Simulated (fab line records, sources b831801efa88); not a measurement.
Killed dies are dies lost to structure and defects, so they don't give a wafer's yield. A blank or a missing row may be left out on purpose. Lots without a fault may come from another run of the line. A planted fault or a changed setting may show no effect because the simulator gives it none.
fab line records | flow sky130
record lots=12 wafers=36 last_day=50
route steps=708 shown METAL3@566 CAP2M@607 METAL4@630 VIA4@652 PAD_OPEN@708
lots that met no fault: from a run of the same line without faults
start_h: hours from the record's first day to the start of the lot's first wafer shown | wait_h: hours since the lot's step before | " the same as in the row above | L1.1+2: a row that stands for several wafers | - no value, or no start given | * or withheld: withheld | < > ~ a bound
route shown NAME@n: a module of which the file shows steps, and the number in the route of the first | usual: mean/standard deviation of fault-free wafers | same: alike in all rows | chamber/n: place in a boat | sites: the reading at each site | _std_site: their standard deviation | _edge_site: outer sites' mean less inner sites' | radius_mm: how far each site lies from the wafer's centre | mask NAME#n: copy n | behind: the tool/chamber that last shaped the wafer | hold: why the lot was held/for how many hours/how that ended | device: the transistor (n, p or np) that didn't switch | end of line: the same wafers' tests at the end of the route | a step without rows: its recipe alone | killed: dies lost to structure and defects at the first sort, not the wafer's yield | map: a wafer's dies, x killed, . not, _ none there
set.NAME: the setting as run; set.NAME@STEP: as run at that earlier step | model.NAME: the simulator's own value behind a step, which no gauge read
steps of the route over a sample of lots; a table a step, a row a wafer
services: from which hour (start_h, from the record's first day; less than 0 if before it) a tool's chamber was out of use, for how many hours, and why
## steps
# step SKY_METAL3_ETCH_16
# recipe chemistry=N2/H2 target=BARC ion_energy_ev=200 bias_w=100 pressure_mtorr=30 n2_flow_sccm=100 h2_flow_sccm=200 icp_w=500 stop_on=SiO2 time_s=88.2 target_depth_a=600
# usual drypump_motor_current_A=5.6/0.37 oes_product_au=0.625/0.0048 throttle_valve_pct=13.205/0.0086
# columns lot.wafer tool chamber start_h wait_h drypump_motor_current_A oes_product_au rf_hours_counter_h throttle_valve_pct
L681.2 rie_metal-01 1 902.28 0.0 5.5 0.621 12 13.200
L681.5 " 0 " " 5.8 0.615 - 13.201
L681.6 " 1 " " 5.5 0.631 - 13.216
L682.3 rie_metal-01 1 917.83 0.0 5.6 0.612 - 13.220
L682.5 " 1 " " 5.6 0.621 - 13.196
L682.6 " 0 " " 5.8 0.615 - 13.210
L683.2 rie_metal-01 1 921.34 0.0 5.6 0.623 13 13.202
L683.3 " 1 " " 5.6 0.620 - 13.212
L683.5 " 0 " " 5.9 0.620 - 13.206
L684.2 rie_metal-01 0 926.94 0.0 5.8 0.621 16 13.191
L684.3 " 0 " " 5.8 0.623 - 13.193
L684.4 " 1 " " 5.6 0.625 - 13.197
L687.1 rie_metal-01 1 948.56 0.0 5.5 0.620 15 13.209
L687.2 " 0 " " 5.8 0.616 17 13.203
L687.4 " 1 " " 5.6 0.617 - 13.189
L691.4 rie_metal-01 0 974.94 0.0 5.8 0.626 - 13.219
L691.5 " 0 " " 5.8 0.625 - 13.198
L691.6 " 1 " " 5.6 0.623 - 13.208
L698.2 rie_metal-04 0 1025.56 0.0 6.5 0.629 4 13.222
L698.3 " 0 " " 6.5 0.623 - 13.200
L698.5 " 1 " " 5.3 0.624 - 13.195
L699.1 rie_metal-03 0 1029.33 0.1 5.5 0.620 8 13.205
L699.3 " 0 " " 5.5 0.622 - 13.214
L699.5 " 0 " " 5.5 0.625 - 13.216
L700.3 rie_metal-04 1 1040.28 0.1 5.3 0.633 - 13.195
L700.4 " 1 " " 5.3 0.622 - 13.197
L700.6 " 1 " " 5.3 0.625 - 13.212
L701.1 rie_metal-04 1 1045.51 0.1 5.3 0.632 22 13.215
L701.5 " 1 " " 5.3 0.622 - 13.199
L701.6 " 1 " " 5.3 0.623 - 13.193
L702.1 rie_metal-03 0 1047.54 0.0 5.5 0.623 10 13.200
L702.4 " 0 " " 5.5 0.629 - 13.211
L702.5 " 0 " " 5.5 0.631 - 13.203
L703.1 rie_metal-03 0 1053.51 0.0 5.5 0.627 10 13.195
L703.2 " 1 " " 5.3 0.627 1 13.203
L703.5 " 0 " " 5.5 0.637 - 13.184
# step SKY_CAP2M_THK_MEAS_04
# recipe thk_meas_gauge=xrf reads=TiN_of_CAP2M_SPUTTER_02
# usual CAP2M_TIN_THK=199.9/2.1
# columns lot.wafer tool chamber start_h wait_h CAP2M_TIN_THK[nm]
L681.2 film_metro-02 - 930.88 0.1 201.2
L681.5 " - " " 202.5
L681.6 " - " " 198.7
L682.3 film_metro-03 - 945.59 0.1 198.2
L682.5 " - " " 197.7
L682.6 " - " " 199.7
L683.2 film_metro-02 - 949.29 0.1 197.1
L683.3 " - " " 199.3
L683.5 " - " " 198.0
L684.2 film_metro-01 - 956.18 0.1 195.8
L684.3 " - " " 196.4
L684.4 " - " " 195.4
L687.1 film_metro-02 - 976.93 0.1 200.4
L687.2 " - " " 197.6
L687.4 " - " " 196.5
L691.4 film_metro-03 - 1002.23 0.1 198.5
L691.5 " - " " 197.7
L691.6 " - " " 200.5
L698.2 film_metro-02 - 1052.25 0.1 203.5
L698.3 " - " " 201.2
L698.5 " - " " 203.0
L699.1 film_metro-03 - 1055.38 0.1 200.8
L699.3 " - " " 201.7
L699.5 " - " " 202.4
L700.3 film_metro-02 - 1065.41 0.1 199.5
L700.4 " - " " 204.4
L700.6 " - " " 199.0
L701.1 film_metro-01 - 1070.29 0.1 202.0
L701.5 " - " " 202.6
L701.6 " - " " 201.7
L702.1 film_metro-03 - 1073.34 0.1 202.1
L702.4 " - " " 201.5
L702.5 " - " " 203.2
L703.1 film_metro-03 - 1078.92 0.1 201.6
L703.2 " - " " 199.2
L703.5 " - " " 198.4
# step SKY_METAL4_OVL_MEAS_14
# usual METAL4_OVL=-1/4.5
# columns lot.wafer tool chamber start_h wait_h METAL4_OVL[nm]
L681.2 overlay-01 - 979.08 0.1 1
L681.5 " - " " -6
L681.6 " - " " -3
L682.3 overlay-02 - 994.44 0.1 -4
L682.5 " - " " 3
L682.6 " - " " -2
L683.2 overlay-02 - 998.48 0.1 -4
L683.3 " - " " -7
L683.5 " - " " -4
L684.2 overlay-01 - 1003.98 0.1 -8
L684.3 " - " " -6
L684.4 " - " " -7
L687.1 overlay-02 - 1023.43 0.1 7
L687.2 " - " " 9
L687.4 " - " " 7
L691.4 overlay-01 - 1047.85 0.1 3
L691.5 " - " " 8
L691.6 " - " " 10
L698.2 overlay-01 - 1094.55 0.1 2
L698.3 " - " " 2
L698.5 " - " " 3
L699.1 overlay-01 - 1099.08 0.1 -6
L699.3 " - " " -2
L699.5 " - " " 1
L700.3 overlay-01 - 1106.64 0.1 6
L700.4 " - " " -4
L700.6 " - " " 1
L701.1 overlay-02 - 1111.93 0.1 7
L701.5 " - " " 3
L701.6 " - " " 3
L702.1 overlay-01 - 1115.08 0.1 -5
L702.4 " - " " 6
L702.5 " - " " -6
L703.1 overlay-02 - 1119.64 0.1 10
L703.2 " - " " 8
L703.5 " - " " 5
# step SKY_VIA4_STRIP_13
# recipe chemistry=O2/N2 power_w=1400 pressure_mtorr=1500 platen_temp_c=withheld o2_flow_sccm=3000 n2_flow_sccm=300 overash_fraction=0.5
# usual drypump_motor_current_A=5.9/0.5 oes_product_au=0.710/0.0048 strip_time_to_endpoint_s=12.81/0.03
# columns lot.wafer tool chamber start_h wait_h drypump_motor_current_A oes_product_au rf_hours_counter_h strip_time_to_endpoint_s
L681.2 plasma_asher-01 1 1004.03 - 5.7 0.706 27 12.77
L681.5 " 1 " " 5.7 0.709 - 12.83
L681.6 " 0 " " 5.9 0.700 - 12.82
L682.3 plasma_asher-02 1 1019.04 - 4.9 0.704 - 12.77
L682.5 " 1 " " 4.9 0.708 - 12.82
L682.6 " 0 " " 6.5 0.709 - 12.84
L683.2 plasma_asher-02 1 1022.10 - 4.9 0.705 89 12.82
L683.3 " 0 " " 6.6 0.701 - 12.80
L683.5 " 0 " " 6.6 0.711 - 12.81
L684.2 plasma_asher-02 0 1028.52 - 6.6 0.711 89 12.76
L684.3 " 0 " " 6.6 0.714 - 12.81
L684.4 " 1 " " 4.9 0.713 - 12.87
L687.1 plasma_asher-02 1 1047.55 - 4.8 0.705 91 12.83
L687.2 " 0 " " 6.6 0.717 91 12.82
L687.4 " 1 " " 4.8 0.706 - 12.83
L691.4 plasma_asher-01 1 1070.94 - 5.7 0.708 - 12.77
L691.5 " 1 " " 5.7 0.707 - 12.77
L691.6 " 0 " " 5.9 0.707 - 12.77
L698.2 plasma_asher-02 0 1115.80 - 6.5 0.706 98 12.82
L698.3 " 0 " " 6.5 0.720 - 12.82
L698.5 " 0 " " 6.5 0.706 - 12.78
L699.1 plasma_asher-02 0 1120.15 - 6.6 0.706 98 12.78
L699.3 " 0 " " 6.6 0.716 - 12.83
L699.5 " 1 " " 4.9 0.704 - 12.84
L700.3 plasma_asher-03 0 1128.59 - 6.1 0.712 - 12.86
L700.4 " 1 " " 6.3 0.710 - 12.85
L700.6 " 1 " " 6.3 0.711 - 12.88
L701.1 plasma_asher-01 0 1133.07 - 5.9 0.711 40 12.81
L701.5 " 1 " " 5.7 0.710 - 12.79
L701.6 " 0 " " 5.9 0.719 - 12.77
L702.1 plasma_asher-02 0 1135.70 - 6.6 0.719 100 12.81
L702.4 " 0 " " 6.6 0.706 - 12.85
L702.5 " 0 " " 6.5 0.705 - 12.80
L703.1 plasma_asher-03 0 1140.38 - 6.1 0.707 7 12.83
L703.2 " 1 " " 6.3 0.719 7 12.77
L703.5 " 0 " " 6.1 0.708 - 12.77
# step SKY_PAD_OPEN_PROBE_99
# usual defect_limited_yield=82.5/1.9 killed_at_M0_to_M3=43/7.6 killed_at_M4_up=2.9/1.7 killed_at_contacts=24/5.5 killed_at_front_end=15/4.2 killed_at_other=0.3/0.52 killed_dies=86/9.4 killed_open=47/7 killed_short=39/6.4 sort_bin_3_pad_short=0.9/0.4 sort_bin_5_function=10.3/1.6 sort_bin_6_memory=6.2/1.1 sort_n_pass=406/9.4 sort_yield_pct=82.5/1.9
# same gross_dies=492 killed_at_back_side=0 sort_bin_4_leakage[%]=0 sort_bin_8_speed[%]=0
# columns lot.wafer tool chamber start_h wait_h defect_limited_yield[%] killed_at_M0_to_M3 killed_at_M4_up killed_at_contacts killed_at_front_end killed_at_other killed_dies killed_open killed_short sort_bin_3_pad_short[%] sort_bin_5_function[%] sort_bin_6_memory[%] sort_n_pass sort_yield_pct[%]
L687.1 prober-02 - 1114.89 0.1 75.6 86 3 15 16 0 120 36 28 4.3 14.2 5.9 372 75.6
L687.2 prober-02 - 1114.94 0.1 72.8 92 0 28 14 0 134 50 35 3.5 16.9 6.9 358 72.8
L687.4 prober-02 - 1115.04 0.2 72.8 99 1 22 12 0 134 31 43 4.5 17.5 5.3 358 72.8
L691.4 prober-02 - 1137.35 0.2 70.1 101 3 27 16 0 147 50 39 4.7 17.5 7.7 345 70.1
L691.5 prober-02 - 1137.40 0.2 74.2 89 5 17 16 0 127 37 40 4.5 16.3 5.1 365 74.2
L691.6 prober-02 - 1137.45 0.2 69.5 109 3 26 11 1 150 50 41 3.7 18.1 8.7 342 69.5
# killed by level:class
L687.1 METAL3:unspecified=56 FIELD_ISO:geometric_particle:short=5 CONTACT:geometric_particle:open=5 VIA1:geometric_particle:open=5 VIA3:geometric_particle:open=5 VIA2:geometric_particle:open=5 FIELD_ISO:geometric_particle:open=4 METAL1:geometric_particle:short=4
L687.2 METAL3:unspecified=49 VIA1:geometric_particle:open=16 LI_CONTACT:geometric_particle:open=9 CONTACT:geometric_particle:short=8 CONTACT:geometric_particle:open=6 METAL1:geometric_particle:short=6 VIA1:geometric_particle:short=6 VIA2:geometric_particle:open=5
L687.4 METAL3:unspecified=60 VIA1:geometric_particle:open=10 LI_CONTACT:geometric_particle:short=8 METAL2:geometric_particle:short=8 CONTACT:geometric_particle:short=5 VIA3:geometric_particle:open=5 LI_CONTACT:geometric_particle:open=4 CONTACT:geometric_particle:open=4
L691.4 METAL3:unspecified=57 VIA1:geometric_particle:open=12 CONTACT:geometric_particle:open=9 METAL1:geometric_particle:short=8 LOCAL_INTERCONNECT:geometric_particle:short=6 VIA2:geometric_particle:open=6 FIELD_ISO:geometric_particle:open=5 FIELD_ISO:geometric_particle:short=4
L691.5 METAL3:unspecified=50 METAL2:geometric_particle:short=10 VIA1:geometric_particle:open=9 CONTACT:geometric_particle:open=8 FIELD_ISO:geometric_particle:short=5 LI_CONTACT:geometric_particle:open=5 VIA1:geometric_particle:short=5 METAL4:geometric_particle:short=4
L691.6 METAL3:unspecified=55 VIA1:geometric_particle:open=15 CONTACT:geometric_particle:open=10 VIA1:geometric_particle:short=9 VIA3:geometric_particle:open=8 LI_CONTACT:geometric_particle:open=7 METAL2:geometric_particle:short=6 FIELD_ISO:geometric_particle:open=4
## services
# columns tool chamber start_h hours kind
rie_metal-03 - 888.85 2.8 pm
plasma_asher-03 - 931.66 2.8 pm
rie_metal-04 0 934.91 - clean
rie_metal-04 0 934.91 14.8 scheduled_down
rie_metal-04 0 934.91 14.8 vent_cycle
rie_metal-01 1 950.22 1.2 repair
plasma_asher-02 - 954.79 4.0 pm
plasma_asher-02 - 977.84 8.9 repair
rie_metal-03 0 1005.55 13.9 repair
rie_metal-03 - 1010.30 1.4 pm
rie_metal-01 0 1016.91 - clean
rie_metal-01 0 1016.91 17.6 scheduled_down
rie_metal-01 0 1016.91 17.6 vent_cycle
rie_metal-04 0 1027.82 21.8 repair
rie_metal-03 1 1028.12 - clean
rie_metal-03 1 1028.12 16.3 scheduled_down
rie_metal-03 1 1028.12 16.3 vent_cycle
plasma_asher-03 - 1055.25 9.0 pm
plasma_asher-03 0 1055.25 9.0 vent_cycle
plasma_asher-03 1 1055.25 9.0 vent_cycle
plasma_asher-03 0 1064.25 - clean
plasma_asher-03 1 1064.25 - clean
rie_metal-03 1 1090.33 21.4 repair
rie_metal-03 0 1099.41 4.6 repair
## key
first_sign step=SKY_PAD_OPEN_PROBE_99 reading=sort_bin_3_pad_short direction=up sigmas=8 usual=0.9 struck=4.2
effect step=SKY_PAD_OPEN_PROBE_99 reading=killed_at_M0_to_M3 direction=up sigmas=7 usual=43 struck=96
met_at SKY_METAL3_ETCH_16
struck_lots L687,L691
not_acting_at SKY_CAP2M_THK_MEAS_04,SKY_METAL4_OVL_MEAS_14,SKY_VIA4_STRIP_13
onset_between 926.94 948.56
fault kind=chamber_particle_source tool=rie_metal-01 chamber=- onset_h=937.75 steps=SKY_METAL3_ETCH_16 rate_per_visit_cm2=1.498 end_h=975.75
